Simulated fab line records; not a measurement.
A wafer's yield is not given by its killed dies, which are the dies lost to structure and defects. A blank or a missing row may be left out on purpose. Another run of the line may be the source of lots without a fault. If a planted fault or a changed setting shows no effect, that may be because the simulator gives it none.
Lot-split experiment -- flow gf180mcu -- 23 wafers read from 5 lots, route of 602 steps

== THE SPLIT ITSELF ==
At GF_PSD_DEVELOP_06 (develop time 60 s), the setting devTempC was moved away from the recipe's 23 C on 10 of the 23 wafers read, by -15.0% to +14.9%. All remaining wafers had this setting at the recipe value.

The file shows no step between the split and the reading.

== THE READING ==
cdNm at GF_PSD_CD_MEAS_07, given in nm (cd target 400 nm). On this fab line, fault-free wafers typically give 399.9 nm with a standard deviation of 2.2 nm.

wafer,"tool, chamber at the split","devTempC as run, C",against the recipe,"cdNm, nm",against lot-mates on the recipe
L074.1,"lithoTrack-02, 0",23,recipe,399.1,-
L074.2,"lithoTrack-02, 0",19.56,-15.0%,412.1,+15.0
L074.3,"lithoTrack-02, 0",19.56,-15.0%,407.8,+10.7
L074.4,"lithoTrack-02, 0",19.56,-15.0%,409.7,+12.6
L074.5,"lithoTrack-02, 0",23,recipe,395.1,-
L076.1,"lithoTrack-01, 0",23,recipe,403.2,-
L076.3,"lithoTrack-01, 0",26.43,+14.9%,391.6,-11.5
L076.4,"lithoTrack-01, 0",26.43,+14.9%,392.0,-11.1
L076.5,"lithoTrack-01, 0",23,recipe,402.6,-
L076.6,"lithoTrack-01, 0",23,recipe,403.5,-
L079.1,"lithoTrack-02, 0",23,recipe,398.3,-
L079.4,"lithoTrack-02, 0",23,recipe,398.0,-
L079.5,"lithoTrack-02, 0",23,recipe,397.7,-
L080.1,"lithoTrack-02, 0",24.95,+8.5%,394.0,-5.9
L080.2,"lithoTrack-02, 0",23,recipe,399.5,-
L080.3,"lithoTrack-02, 0",23,recipe,400.2,-
L080.5,"lithoTrack-02, 0",24.95,+8.5%,393.9,-6.0
L080.6,"lithoTrack-02, 0",24.95,+8.5%,392.8,-7.1
L083.2,"lithoTrack-04, 0",19.79,-14.0%,408.0,+8.7
L083.3,"lithoTrack-04, 0",23,recipe,400.4,-
L083.4,"lithoTrack-04, 0",19.79,-14.0%,410.8,+11.5
L083.5,"lithoTrack-04, 0",23,recipe,399.4,-
L083.6,"lithoTrack-04, 0",23,recipe,398.0,-

FIT RESULTS
A straight line over all 23 wafers: cdNm changes by -0.648 nm for each +1% of devTempC; r = -0.94; the points scatter about the line by 2.1 nm.
The same after taking each lot's own level away (the mean of its wafers on the recipe; 23 wafers): -0.784 nm for each +1%; r = -0.99; scatter 1.2 nm.
That fit puts the effect of the largest move of devTempC on the reading at 12 nm.
The lots' own levels span 397.10 to 403.10 nm, that is 2.7 times the standard deviation above.
Hence the slope depends on the lot-to-lot level, as the two fits are not the same.
Check: for one of the wafers moved furthest among these (-15.0%), held out of the fit, the line's prediction against its lot-mates is +11.3 nm. It came out at +15 nm against them.

== ADDITIONAL SPLITS CARRIED BY THESE WAFERS ==
Other splits were also applied to these wafers ahead of the reading. Each is held against what the fit with the lots' levels taken away leaves over:
other split on the same wafers,wafers away from the commonest value,r with cdNm (lot level and that fit taken away)
GF_NSD_IMPLANT_09 energyKev,10,+0.24

== THE FILE'S OWN FIT ==
cdNm changes by -0.777 nm for each +1% of devTempC, r = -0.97.
